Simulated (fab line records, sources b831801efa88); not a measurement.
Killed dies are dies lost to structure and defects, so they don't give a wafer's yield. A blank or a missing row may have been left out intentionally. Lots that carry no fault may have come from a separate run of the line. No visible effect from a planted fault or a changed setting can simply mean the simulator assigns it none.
fab line records	flow sky130
[record] lots = 11	wafers = 33	last-day = 50
route steps=708 shown FIELD_ISO@16 PWDE@53 PAD_OPEN@708
lots untouched by any fault: they come from a run of this same line in which no faults occurred
start-h: hours from the record's first day to the start of the lot's first wafer shown	wait-h: how many hours have passed since the lot's step before this one	" identical to the entry in the row above	L1.1+2: a row that stands for several wafers	- no value present, or no start provided	* or withheld: withheld	< > ~ a bound
route shown NAME@n: names a module that has steps shown in the file, with the first one's number in the route	usual: mean and standard deviation over wafers with no fault	same: alike in all rows	chamber/n: place in a boat	sites: the reading at each site	_std_site: standard deviation across them	_edge_site: inner sites' mean taken away from outer sites' mean	radius-mm: how far each site lies from the wafer's centre	mask NAME#n: copy n	behind: the tool/chamber that last shaped the wafer	hold: what put the lot on hold/how long, in hours/how the hold closed	device: whichever transistor did not switch (one of n, p or np)	end of line: at the end of the route, the tests of the same wafers	a step given without rows: its recipe and nothing more	killed: the dies lost at the first sort to structure and to defects; this is not the yield of the wafer	map: a wafer's dies, marking killed ones x, the rest . and places with no die _
set.NAME: the run value of the setting; set.NAME@STEP: its run value at that earlier step	model.NAME: the simulator's own value behind a step, which no gauge read
a sample of lots followed through the steps of the route, with each step as a table and each wafer as a row
services: when a tool's chamber went out of use (start-h, in hours from the record's first day, below 0 if earlier), for how many hours, and the reason
[[steps]]
[step SKY_FIELD_ISO_ETCH_15]
[recipe] chemistry = CHF3/O2	target-depth-nm = 180	stop-on = Si	source-w = 600	bias-w = 200	pressure-mtorr = 40	chf3-flow-sccm = 50	O2_flow_sccm = 5	time-s = 72
[usual] drypump-motor-current-A = 5.5/0.41	oes-product-au = 0.948/0.0077	throttle-valve-pct = 8.845/0.0092
lot.wafer	tool	chamber	start-h	wait-h	drypump-motor-current-A	oes-product-au	rf-hours-counter-h	throttle-valve-pct
L879.2	rie-diel-01	2	34.96	0.0	5.8	0.942	161	8.857
L879.3	"	3	"	"	5.6	0.946	168	8.857
L879.5	"	0	"	"	5.6	0.939	-	8.843
L880.2	rie-diel-01	1	38.56	0.0	4.8	0.940	88	8.847
L880.3	"	3	"	"	5.6	0.941	168	8.856
L880.4	"	2	"	"	5.9	0.941	161	8.836
L882.1	rie-diel-02	3	49.76	0.0	5.0	0.954	11	8.852
L882.3	"	2	"	"	5.8	0.946	46	8.835
L882.5	"	1	"	"	5.7	0.942	-	8.844
L883.3	rie-diel-02	1	55.36	0.0	5.6	0.942	155	8.836
L883.4	"	2	"	"	5.7	0.952	46	8.844
L883.6	"	2	"	"	5.6	0.955	-	8.843
L884.1	rie-diel-02	0	60.03	0.0	6.0	0.941	7	8.852
L884.2	"	3	"	"	5.0	0.935	11	8.848
L884.4	"	1	"	"	5.7	0.938	155	8.820
L888.3	rie-diel-01	1	79.51	0.0	4.8	0.952	89	8.850
L888.5	"	3	"	"	5.6	0.961	-	8.843
L888.6	"	0	"	"	5.7	0.951	-	8.822
L889.1	rie-diel-02	0	88.01	0.0	6.0	0.942	8	8.838
L889.5	"	0	"	"	6.0	0.940	-	8.850
L889.6	"	3	"	"	5.0	0.935	-	8.840
L894.1	rie-diel-01	3	112.78	0.0	5.6	0.936	0	8.835
L894.2	"	2	"	"	5.8	0.949	162	8.835
L894.5	"	2	"	"	5.9	0.948	-	8.866
L899.1	rie-diel-04	3	137.81	0.0	5.3	0.944	78	8.838
L899.4	"	1	"	"	5.5	0.945	146	8.855
L899.6	"	3	"	"	5.3	0.941	-	8.846
L900.2	rie-diel-01	1	144.28	0.0	4.8	0.957	91	8.849
L900.3	"	0	"	"	5.7	0.951	0	8.856
L900.6	"	3	"	"	5.6	0.963	-	8.846
L901.1	rie-diel-04	3	148.98	0.0	5.3	0.955	78	8.847
L901.2	"	0	"	"	4.8	0.958	145	8.840
L901.3	"	2	"	"	5.9	0.949	31	8.834
[step SKY_FIELD_ISO_THK_MEAS_25]
[recipe] reads = SiO2_of_FIELD_ISO_CVD_24
[usual] FIELD_ISO_CVD_24_THK = 597/6.5
lot.wafer	tool	chamber	start-h	wait-h	FIELD_ISO_CVD_24_THK[nm]
L879.2	film-metro-04	-	37.75	0.0	596
L879.3	"	-	"	"	591
L879.5	"	-	"	"	597
L880.2	film-metro-04	-	40.40	0.0	583
L880.3	"	-	"	"	596
L880.4	"	-	"	"	589
L882.1	film-metro-04	-	52.60	0.0	598
L882.3	"	-	"	"	599
L882.5	"	-	"	"	603
L883.3	film-metro-04	-	59.30	0.1	596
L883.4	"	-	"	"	591
L883.6	"	-	"	"	591
L884.1	film-metro-02	-	62.15	0.0	598
L884.2	"	-	"	"	588
L884.4	"	-	"	"	590
L888.3	film-metro-04	-	81.34	0.1	602
L888.5	"	-	"	"	598
L888.6	"	-	"	"	596
L889.1	film-metro-01	-	91.43	0.0	592
L889.5	"	-	"	"	591
L889.6	"	-	"	"	597
L894.1	film-metro-02	-	114.58	0.0	597
L894.2	"	-	"	"	589
L894.5	"	-	"	"	599
L899.1	film-metro-04	-	140.28	0.0	593
L899.4	"	-	"	"	592
L899.6	"	-	"	"	594
L900.2	film-metro-04	-	147.54	0.0	597
L900.3	"	-	"	"	599
L900.6	"	-	"	"	599
L901.1	film-metro-01	-	150.80	0.0	590
L901.2	"	-	"	"	602
L901.3	"	-	"	"	591
[step SKY_PWDE_IMPLANT_08]
[recipe] species = B	energy-kev = 152.2	dose-cm2 = 3.6e+12	tilt-deg = withheld
[usual] beam-on-s = 9.96/0.2	dose-ions-cm2 = 3.6e+12/4.4e+09	faraday-current-uA = 20.4/0.4
lot.wafer	tool	chamber	start-h	wait-h	beam-on-s	dose-ions-cm2	faraday-current-uA
L879.2	implanter-04	0	73.66	0.0	9.96	3.599e+12	20.3
L879.3	"	0	"	"	9.78	3.604e+12	20.7
L879.5	"	0	"	"	9.80	3.599e+12	20.5
L880.2	implanter-04	0	77.66	0.0	9.87	3.599e+12	20.6
L880.3	"	0	"	"	10.23	3.605e+12	19.8
L880.4	"	0	"	"	10.04	3.599e+12	20.2
L882.1	implanter-04	0	91.33	0.0	9.89	3.601e+12	20.5
L882.3	"	0	"	"	10.07	3.6e+12	20.2
L882.5	"	0	"	"	9.76	3.601e+12	20.8
L883.3	implanter-04	0	96.98	0.1	9.70	3.605e+12	20.8
L883.4	"	0	"	"	10.12	3.593e+12	20.0
L883.6	"	0	"	"	9.90	3.6e+12	20.5
L884.1	implanter-03	0	101.88	0.0	10.05	3.597e+12	20.2
L884.2	"	0	"	"	10.05	3.603e+12	20.2
L884.4	"	0	"	"	10.24	3.595e+12	19.8
L888.3	implanter-04	0	121.98	0.1	9.87	3.595e+12	20.5
L888.5	"	0	"	"	9.96	3.6e+12	20.4
L888.6	"	0	"	"	9.88	3.599e+12	20.4
L889.1	implanter-01	0	133.19	0.0	10.16	3.601e+12	20.0
L889.5	"	0	"	"	9.75	3.596e+12	20.8
L889.6	"	0	"	"	9.96	3.601e+12	20.4
L894.1	implanter-03	0	157.68	0.0	10.02	3.598e+12	20.2
L894.2	"	0	"	"	10.39	3.602e+12	19.6
L894.5	"	0	"	"	9.70	3.602e+12	20.9
L899.1	implanter-04	0	187.44	0.0	12.98	3.598e+12	15.6
L899.4	"	0	"	"	13.46	3.6e+12	15.0
L899.6	"	0	"	"	13.44	3.596e+12	15.1
L900.2	implanter-04	0	193.71	0.0	13.64	3.6e+12	14.9
L900.3	"	0	"	"	13.33	3.602e+12	15.2
L900.6	"	0	"	"	13.53	3.599e+12	15.1
L901.1	implanter-03	0	197.43	0.0	9.88	3.6e+12	20.5
L901.2	"	0	"	"	10.22	3.599e+12	19.9
L901.3	"	0	"	"	9.74	3.6e+12	20.8
[step SKY_PWDE_STRIP_09]
[recipe] chemistry = O2/N2	power-w = 1400	pressure-mtorr = 1500	platen-temp-c = withheld	o2-flow-sccm = 3000	n2-flow-sccm = 300	overash-fraction = 0.5
[usual] drypump-motor-current-A = 5.5/0.48	oes-product-au = 0.722/0.0042	strip-time-to-endpoint-s = 36.94/0.095
lot.wafer	tool	chamber	start-h	wait-h	drypump-motor-current-A	oes-product-au	rf-hours-counter-h	strip-time-to-endpoint-s
L879.2	plasma-asher-02	1	73.78	0.1	4.7	0.725	40	36.83
L879.3	"	1	"	"	4.7	0.721	-	36.80
L879.5	"	0	"	"	5.9	0.726	-	36.94
L880.2	plasma-asher-03	0	77.78	0.1	6.0	0.723	40	36.90
L880.3	"	1	"	"	5.6	0.719	-	36.97
L880.4	"	0	"	"	6.0	0.724	-	36.83
L882.1	plasma-asher-02	1	91.48	0.1	4.7	0.723	42	37.09
L882.3	"	0	"	"	5.8	0.728	-	37.11
L882.5	"	1	"	"	4.7	0.722	-	37.07
L883.3	plasma-asher-01	1	97.12	0.1	5.5	0.728	-	36.93
L883.4	"	0	"	"	5.5	0.724	-	37.05
L883.6	"	0	"	"	5.5	0.712	-	36.98
L884.1	plasma-asher-01	0	102.03	0.1	5.4	0.724	41	37.02
L884.2	"	1	"	"	5.5	0.732	41	37.05
L884.4	"	1	"	"	5.5	0.727	-	36.97
L888.3	plasma-asher-03	0	122.12	0.1	6.0	0.723	-	36.97
L888.5	"	1	"	"	5.6	0.725	-	36.98
L888.6	"	0	"	"	6.0	0.717	-	36.98
L889.1	plasma-asher-01	0	133.34	0.1	5.5	0.718	1	36.90
L889.5	"	1	"	"	5.5	0.715	-	36.90
L889.6	"	0	"	"	5.4	0.721	-	36.82
L894.1	plasma-asher-02	0	157.83	0.1	5.9	0.730	48	36.85
L894.2	"	1	"	"	4.7	0.723	48	36.96
L894.5	"	1	"	"	4.7	0.720	-	36.81
L899.1	plasma-asher-02	1	187.59	0.1	4.7	0.716	51	36.94
L899.4	"	1	"	"	4.7	0.727	-	36.84
L899.6	"	0	"	"	5.8	0.725	-	36.99
L900.2	plasma-asher-03	0	193.83	0.1	6.0	0.723	51	36.84
L900.3	"	0	"	"	6.0	0.720	-	36.82
L900.6	"	1	"	"	5.5	0.722	-	36.79
L901.1	plasma-asher-03	0	197.58	0.1	6.0	0.717	52	36.94
L901.2	"	1	"	"	5.6	0.717	52	37.00
L901.3	"	1	"	"	5.5	0.728	-	37.00
[step SKY_PWDE_TW_MEAS_10]
[usual] PWDE_TW = 374.4/2.3
lot.wafer	tool	chamber	start-h	wait-h	PWDE_TW
L879.2	film-metro-04	-	73.89	0.1	376.8
L879.3	"	-	"	"	375.8
L879.5	"	-	"	"	377.2
L880.2	film-metro-03	-	77.89	0.1	374.7
L880.3	"	-	"	"	373.9
L880.4	"	-	"	"	373.3
L882.1	film-metro-02	-	91.58	0.1	373.8
L882.3	"	-	"	"	370.9
L882.5	"	-	"	"	371.8
L883.3	film-metro-02	-	97.20	0.1	373.3
L883.4	"	-	"	"	373.6
L883.6	"	-	"	"	374.8
L884.1	film-metro-02	-	102.13	0.1	373.4
L884.2	"	-	"	"	371.7
L884.4	"	-	"	"	370.0
L888.3	film-metro-02	-	122.20	0.1	374.6
L888.5	"	-	"	"	374.1
L888.6	"	-	"	"	375.2
L889.1	film-metro-03	-	133.44	0.1	369.1
L889.5	"	-	"	"	369.5
L889.6	"	-	"	"	369.7
L894.1	film-metro-04	-	157.93	0.1	373.4
L894.2	"	-	"	"	374.5
L894.5	"	-	"	"	371.8
L899.1	film-metro-02	-	187.69	0.1	410.5
L899.4	"	-	"	"	408.4
L899.6	"	-	"	"	409.9
L900.2	film-metro-02	-	193.94	0.1	410.1
L900.3	"	-	"	"	406.9
L900.6	"	-	"	"	407.8
L901.1	film-metro-04	-	197.68	0.1	377.9
L901.2	"	-	"	"	379.0
L901.3	"	-	"	"	376.5
[step SKY_NWELL_RS_MEAS_31]
[recipe] thk-meas-gauge = four-point-probe
[usual] PWDE_RS = 5284/21
lot.wafer	tool	chamber	start-h	wait-h	PWDE_RS[ohm/sq]
L879.2	film-metro-04	-	109.22	0.1	5293
L879.3	"	-	"	"	5285
L879.5	"	-	"	"	5277
L880.2	film-metro-03	-	113.55	0.1	5278
L880.3	"	-	"	"	5257
L880.4	"	-	"	"	5275
L882.1	film-metro-04	-	129.08	0.1	5296
L882.3	"	-	"	"	5308
L882.5	"	-	"	"	5288
L883.3	film-metro-04	-	133.97	0.1	5293
L883.4	"	-	"	"	5314
L883.6	"	-	"	"	5308
L884.1	film-metro-02	-	140.88	0.1	5273
L884.2	"	-	"	"	5289
L884.4	"	-	"	"	5287
L888.3	film-metro-04	-	162.33	0.1	5297
L888.5	"	-	"	"	5295
L888.6	"	-	"	"	5283
L889.1	film-metro-02	-	174.04	0.1	5300
L889.5	"	-	"	"	5282
L889.6	"	-	"	"	5305
L894.1	film-metro-02	-	201.28	0.1	5273
L894.2	"	-	"	"	5286
L894.5	"	-	"	"	5267
L899.1	film-metro-03	-	232.83	0.1	4235
L899.4	"	-	"	"	4219
L899.6	"	-	"	"	4240
L900.2	film-metro-02	-	239.02	0.1	4213
L900.3	"	-	"	"	4216
L900.6	"	-	"	"	4225
L901.1	film-metro-04	-	243.03	0.1	5298
L901.2	"	-	"	"	5286
L901.3	"	-	"	"	5284
[step SKY_PAD_OPEN_PROBE_99]
[usual] killed_at_M0_to_M3 = 44/7.1	killed_at_M4_up = 3.1/1.9	killed-at-contacts = 25/5.8	killed-at-front-end = 16/4.5	killed-at-other = 0.3/0.52	killed-dies = 88/9.1	killed-open = 48/6.8	killed-short = 39/5.8
[same] gross-dies = 492	killed-at-back-side = 0
lot.wafer	tool	chamber	start-h	wait-h	killed_at_M0_to_M3	killed_at_M4_up	killed-at-contacts	killed-at-front-end	killed-at-other	killed-dies	killed-open	killed-short
L882.1	prober-01	-	1101.21	0.1	42	1	30	17	0	90	59	31
L882.3	prober-01	-	1101.31	0.2	41	2	8	18	0	69	35	34
L882.5	prober-01	-	1101.41	0.2	34	5	25	24	1	89	54	35
L889.1	prober-02	-	1143.34	0.1	38	4	25	11	1	79	44	35
L889.5	prober-02	-	1143.54	0.2	44	4	29	21	0	98	60	38
L889.6	prober-02	-	1143.59	0.2	44	1	30	20	0	95	53	40
L899.1	prober-02	-	1191.61	0.1	50	2	26	19	0	97	57	40
L899.4	prober-02	-	1191.76	0.2	50	10	23	14	0	97	54	42
L899.6	prober-02	-	1191.86	0.2	45	1	38	12	0	96	58	38
L901.1	prober-02	-	1196.97	0.1	49	4	20	18	0	91	46	44
L901.2	prober-02	-	1197.02	0.1	44	4	31	8	0	87	45	41
L901.3	prober-02	-	1197.07	0.2	40	2	23	9	3	77	47	28
// killed by level:class
L882.1 LI_CONTACT:geometric-particle:open=11 CONTACT:geometric-particle:open=9 VIA1:geometric-particle:open=9 VIA2:geometric-particle:open=8 VIA3:geometric-particle:open=7 FIELD_ISO:geometric-particle:open=6 METAL1:geometric-particle:short=6 LOCAL_INTERCONNECT:geometric-particle:short=5
L882.3 VIA1:geometric-particle:open=9 FIELD_ISO:geometric-particle:short=7 VIA1:geometric-particle:short=7 VIA2:geometric-particle:open=7 FIELD_ISO:geometric-particle:open=5 VIA3:geometric-particle:open=5 METAL2:geometric-particle:short=3 POLY_GATE:geometric-particle:short=3
L882.5 CONTACT:geometric-particle:open=10 POLY_GATE:geometric-particle:open=8 VIA1:geometric-particle:open=7 FIELD_ISO:geometric-particle:open=6 VIA3:geometric-particle:open=6 CONTACT:geometric-particle:short=6 METAL4:geometric-particle:short=5 FIELD_ISO:geometric-particle:short=4
L889.1 CONTACT:geometric-particle:open=11 VIA2:geometric-particle:open=10 VIA1:geometric-particle:open=9 LOCAL_INTERCONNECT:geometric-particle:short=5 METAL1:geometric-particle:short=5 POLY_GATE:geometric-particle:short=4 LI_CONTACT:geometric-particle:open=4 FIELD_ISO:geometric-particle:open=3
L889.5 CONTACT:geometric-particle:open=14 VIA1:geometric-particle:open=10 VIA2:geometric-particle:open=8 POLY_GATE:geometric-particle:short=7 LI_CONTACT:geometric-particle:open=7 VIA3:geometric-particle:open=7 VIA1:geometric-particle:short=7 FIELD_ISO:geometric-particle:open=4
L889.6 VIA1:geometric-particle:open=11 CONTACT:geometric-particle:open=10 LI_CONTACT:geometric-particle:open=7 LOCAL_INTERCONNECT:geometric-particle:short=7 FIELD_ISO:geometric-particle:open=6 VIA3:geometric-particle:open=6 CONTACT:geometric-particle:short=6 FIELD_ISO:geometric-particle:short=5
L899.1 VIA3:geometric-particle:open=11 CONTACT:geometric-particle:open=10 VIA1:geometric-particle:open=10 METAL1:geometric-particle:short=6 VIA1:geometric-particle:short=6 FIELD_ISO:geometric-particle:open=5 POLY_GATE:geometric-particle:short=5 CONTACT:geometric-particle:short=5
L899.4 VIA2:geometric-particle:open=10 LI_CONTACT:geometric-particle:open=9 VIA1:geometric-particle:open=9 METAL4:geometric-particle:short=8 METAL1:geometric-particle:short=7 METAL2:geometric-particle:short=6 VIA3:geometric-particle:open=6 POLY_GATE:geometric-particle:open=5
L899.6 CONTACT:geometric-particle:open=16 VIA1:geometric-particle:open=15 CONTACT:geometric-particle:short=8 LI_CONTACT:geometric-particle:open=6 METAL1:geometric-particle:short=6 VIA2:geometric-particle:open=5 POLY_GATE:geometric-particle:open=4 LOCAL_INTERCONNECT:geometric-particle:short=4
L901.1 VIA1:geometric-particle:open=11 LI_CONTACT:geometric-particle:open=9 METAL1:geometric-particle:short=9 METAL2:geometric-particle:short=7 FIELD_ISO:geometric-particle:open=6 METAL3:geometric-particle:short=5 CONTACT:geometric-particle:open=4 VIA3:geometric-particle:short=4
L901.2 CONTACT:geometric-particle:open=14 VIA1:geometric-particle:open=13 LOCAL_INTERCONNECT:geometric-particle:short=9 METAL1:geometric-particle:short=7 METAL3:geometric-particle:short=4 VIA3:geometric-particle:open=4 LI_CONTACT:geometric-particle:open=3 VIA2:geometric-particle:open=3
L901.3 VIA2:geometric-particle:open=9 CONTACT:geometric-particle:open=8 VIA1:geometric-particle:open=7 METAL2:geometric-particle:short=6 VIA3:geometric-particle:open=6 LI_CONTACT:geometric-particle:open=4 LOCAL_INTERCONNECT:geometric-particle:open=4 METAL1:geometric-particle:short=4
[[services]]
tool	chamber	start-h	hours	kind
plasma-asher-02	-	18.31	4.3	repair
rie-diel-02	1	34.56	15.1	repair
rie-diel-02	3	35.48	3.0	repair
implanter-03	-	47.65	10.1	repair
rie-diel-04	-	65.75	14.6	pm
implanter-04	-	70.22	2.7	repair
rie-diel-01	-	72.76	0.1	repair
plasma-asher-01	-	75.30	4.0	repair
rie-diel-01	3	81.69	-	clean
rie-diel-01	3	81.69	29.9	scheduled-down
rie-diel-01	3	81.69	29.9	vent-cycle
implanter-04	-	82.13	4.4	repair
rie-diel-04	0	99.02	10.2	repair
plasma-asher-01	-	108.75	9.0	pm
rie-diel-01	0	111.62	-	clean
rie-diel-01	0	111.62	20.5	scheduled-down
rie-diel-01	0	111.62	20.5	vent-cycle
rie-diel-04	-	118.00	4.2	repair
rie-diel-01	2	132.15	-	clean
plasma-asher-03	-	142.41	2.2	repair
rie-diel-01	0	171.79	5.2	repair
implanter-03	-	172.46	1.6	repair
rie-diel-04	-	181.56	0.2	repair
rie-diel-01	-	191.01	7.3	repair
[[key]]
[first-sign] step = SKY_PWDE_IMPLANT_08	reading = beam-on-s	direction = up	sigmas = 17	usual = 9.96	struck = 13.40
[effect] step = SKY_PWDE_IMPLANT_08	reading = faraday-current-uA	direction = down	sigmas = 13	usual = 20.4	struck = 15.2
[effect] step = SKY_PWDE_TW_MEAS_10	reading = PWDE_TW	direction = up	sigmas = 15	usual = 374.4	struck = 408.9
[effect] step = SKY_NWELL_RS_MEAS_31	reading = PWDE_RS	direction = down	sigmas = 51	usual = 5284	struck = 4225
met-at SKY_PWDE_IMPLANT_08
struck-lots L899,L900
tester-left-out L899,L900
not-acting-at SKY_FIELD_ISO_ETCH_15,SKY_FIELD_ISO_THK_MEAS_25,SKY_PWDE_STRIP_09
onset-between 121.98 187.44
[fault] kind = process-parameter-drift	tool = implanter-04	chamber = -	onset-h = 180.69	steps = SKY_PWDE_IMPLANT_08	channel = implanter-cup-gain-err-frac	offset = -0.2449	shape = step	end-h = 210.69
// tester-left-out: of these lots the tester's yield and bins aren't shown, on N5 and GAA mostly nor the transistor test; their killed dies are dies lost to structure and defects alone, not to doping, threshold or leakage, so they don't give the yield
